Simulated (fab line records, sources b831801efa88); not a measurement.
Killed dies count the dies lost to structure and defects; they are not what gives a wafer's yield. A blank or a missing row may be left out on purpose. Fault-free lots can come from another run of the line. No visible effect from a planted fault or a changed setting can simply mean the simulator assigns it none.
8D (eight disciplines) problem report, filled in by code / flow sky130 / the parts of the form that need people (team, actions taken, sign-off) are left out

## 1. THE ISSUE
Mean of time to endpoint s at SKY_CONTACT_CMP_04: 108 s across 6 wafers in 2 lots; on wafers with no fault it is 81 s (standard deviation 4.8). That is +5.7 standard deviations from the usual mean.
The step: polishes SiO2.
First seen on wafer L192.3, day 33 14:12, on cmp-02. The record holds 36 wafers of 12 lots with a number at this step. By rule, "out" or "out of limits" means more than 4 standard deviations away from the usual mean. Any other wafer with a number is counted as sound.

## 2. WHAT THIS IS AND IS NOT
question=which readings at this step | is=time to endpoint s | is not=motor current A
question=which lots | is=L192, L193 | is not=L183, L184, L185, L187, L191, L201, L202, L203, L204, L205
question=which wafers of those lots | is=all that have a number | is not=-
question=read on which tools | is=cmp-02 | is not=cmp-01
question=when | is=from day 33 14:12 | is not=up to then (15 sound wafers); but 15 sound wafers of L201, L202, L203, L204, L205 came after

## 3. THE SUSPECTS, EACH WITH WHAT RULES IT OUT
Counting: any tool at a process step up to the reading is kept as a suspect provided that every lot that is out went through it and no sound lot did after the first of them.
- cmp-02 at SKY_CONTACT_CMP_04 (polishes SiO2): ruled out as a lasting fault. After its first lot that is out, L192 (day 33 14:12), sound lots L202, L204, L205 ran on it.
Left after counting: nothing in the record.

## 4. THE CAUSE (what the simulator had put in)
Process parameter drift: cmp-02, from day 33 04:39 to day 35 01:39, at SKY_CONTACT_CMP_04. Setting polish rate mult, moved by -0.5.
Counting ruled it out, wrongly.

## 5. SEQUENCE OF EFFECTS, ordered by route
One row per reading whose mean, taken over the struck wafers that have a number, lies over 3 standard deviations from the usual. Only readings for which the record gives a usual standard deviation are gone through. hours: the time from each lot's start at the first step in this table that gives one to its start at this step, as a median over the lots. sigmas: the change in usual standard deviations.
hours=0; step=SKY_CONTACT_CMP_04; reading=time to endpoint s; usual=81 s; on struck wafers=108; change=+27; sigmas=+5.7
hours=28; step=SKY_CONTACT_ETCH_17; reading=oes product au; usual=0.891 a.u.; on struck wafers=0.992; change=+0.101; sigmas=+21
hours=345; step=SKY_PAD_OPEN_PROBE_99; reading=killed at contacts; usual=24; on struck wafers=184; change=+160; sigmas=+36
hours=345; step=SKY_PAD_OPEN_PROBE_99; reading=killed dies; usual=86; on struck wafers=241; change=+155; sigmas=+16
hours=345; step=SKY_PAD_OPEN_PROBE_99; reading=killed on rim; usual=17; on struck wafers=35; change=+18; sigmas=+4.8
Here are the process steps it includes:
- SKY_CONTACT_CMP_04: polishes SiO2.
- SKY_CONTACT_ETCH_17: etches SiO2 in C4F8/O2/Ar, stops on Si3N4, target depth 340 nm.
- SKY_PAD_OPEN_PROBE_99

## 6. WHAT WOULD HAVE CAUGHT IT SOONER
First out-of-limits reading in this record: day 33 14:12, which is 10 hours after fault onset at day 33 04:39.
